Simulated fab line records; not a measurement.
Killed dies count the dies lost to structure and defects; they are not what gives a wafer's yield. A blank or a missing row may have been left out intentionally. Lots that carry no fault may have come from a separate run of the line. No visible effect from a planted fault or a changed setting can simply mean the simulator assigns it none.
A lot that was struck, set against a sound lot -- flow sky130 -- 16 steps out of a route of 708
Sound: wafers L249.1, L249.3, L249.5. Struck: wafers L251.1, L251.3, L251.6. At the end, the cause is stated.
Each step with rows lists, per side, the tool, then ch with its chambers, then its first start. Under that, the readings that differ: sound wafers -- struck wafers -- difference of the means -- sigmas: that difference in standard deviations of wafers without a fault.
alike: readings whose means differ by less than 2 such deviations, and words and numbers that are the same on both sides. not compared: withheld readings, readings that some wafer has no value for, bounds like >300 that may hide the same value, and numbers for which the record gives no deviation and whose values overlap.
Wherever a step has rows on one side only, a row that says differs or no value, or a row with sigmas, the two part there. Numbers that don't overlap but have no deviation are shown without sigmas and don't part them. Lack of a reading on every wafer of one side parts them only where that side has two or more wafers.

first, 8 steps without rows for these wafers: SKY_CONTACT_DEHYDRATE_06 (time 60 s); SKY_CONTACT_HMDS_07 (prime time 60 s); SKY_CONTACT_COAT_08 (resist thk 60 nm); SKY_CONTACT_COAT_09 (resist thk 450 nm); SKY_CONTACT_SOFTBAKE_10 (time 90 s); SKY_CONTACT_EXPOSE_11 (exposes mask CTM1, target cd 170 nm); SKY_CONTACT_PEB_12; SKY_CONTACT_DEVELOP_13 (develop time 60 s).
SKY_CONTACT_CD_MEAS_14: target cd 170 nm.
  sound on cd-sem-01 at day 35 15:54; struck on cd-sem-02 at day 35 13:49
  alike: cd-nm
SKY_CONTACT_OVL_MEAS_15:
  sound on overlay-01 at day 35 16:01; struck on overlay-02 at day 35 13:56
reading,sound,struck,difference,sigmas
CONTACT_OVL (nm),11 14 12,-5 -11 1,-17,-3
SKY_CONTACT_ETCH_16: etches BARC in N2/H2, stops on SiO2, time 45.9 s, target depth 60 nm.
  sound on rie-diel-03 ch 0,1,2, day 35 16:04; struck on rie-diel-02 ch 1,2, day 35 13:58
  alike: bias-w, chamber-pressure-mTorr, drypump-motor-current-A, oes-product-au, throttle-valve-pct
  not compared: rf-hours-counter-h
SKY_CONTACT_ETCH_17: etches SiO2 in C4F8/O2/Ar, stops on Si3N4, target depth 340 nm.
  sound on rie-diel-03 ch 0,1,2, day 35 16:06; struck on rie-diel-02 ch 1,2, day 35 14:01
  alike: bias-w, chamber-pressure-mTorr, oes-product-au
SKY_CONTACT_ETCH_18: etches Si3N4 in CHF3/O2, stops on TiN, time 39 s, target depth 75 nm.
  sound on rie-diel-03 ch 0,1,2, day 35 16:00; struck on rie-diel-02 ch 1,2, day 35 14:00
  no value came back on the struck wafers for any of 5 readings (O2_flow_sccm (sccm), bias-w (W) and others); on the sound wafers O2_flow_sccm (sccm) reads 5.033 4.997 5.005
reading,sound,struck,difference,sigmas
model.KrF-thick_of_CONTACT_COAT_09.thk-nm (nm),242.8 242.8 239.5,325.2 327.8 327.4,+85.1,
  not compared: rf-hours-counter-h
SKY_CONTACT_STRIP_19: strips in O2/N2.
  sound on plasma-asher-04 ch 0, day 35 16:11; struck on plasma-asher-01 ch 0,1, day 35 14:06
reading,sound,struck,difference,sigmas
oes-product-au (a.u.),0.383 0.378 0.380,0.418 0.422 0.416,+0.038,+8
strip-time-to-endpoint-s (s),3.62 3.60 3.58,4.49 4.52 4.50,+0.90,+30
  alike: drypump-motor-current-A
  not compared: rf-hours-counter-h
then, 1 step without rows for these wafers: SKY_CONTACT_STRIP_20 (strips in post etch residue remover, time 1200 s).
-- the record jumps here: 13 days lie between the struck wafers' starts before and after (it left off in module CONTACT and takes up again in module PAD_OPEN, whose first step shown is number 708 of the route) --
SKY_PAD_OPEN_PROBE_99:
  sound on prober-02 at day 48 17:55; struck on prober-01 at day 48 16:26
reading,sound,struck,difference,sigmas
killed-at-contacts,17 26 17,423 434 431,+409,+76
killed-dies,98 95 85,492 492 492,+399,+43
killed-on-rim,18 14 17,96 96 96,+80,+22
  alike: killed_at_M0_to_M3, killed_at_M4_up, killed-at-front-end, killed-at-other, killed-open, killed-short

WHERE THEY PART
Last at SKY_PAD_OPEN_PROBE_99 as far as this record goes, first at SKY_CONTACT_OVL_MEAS_15.

WHY: whatever the simulator had introduced
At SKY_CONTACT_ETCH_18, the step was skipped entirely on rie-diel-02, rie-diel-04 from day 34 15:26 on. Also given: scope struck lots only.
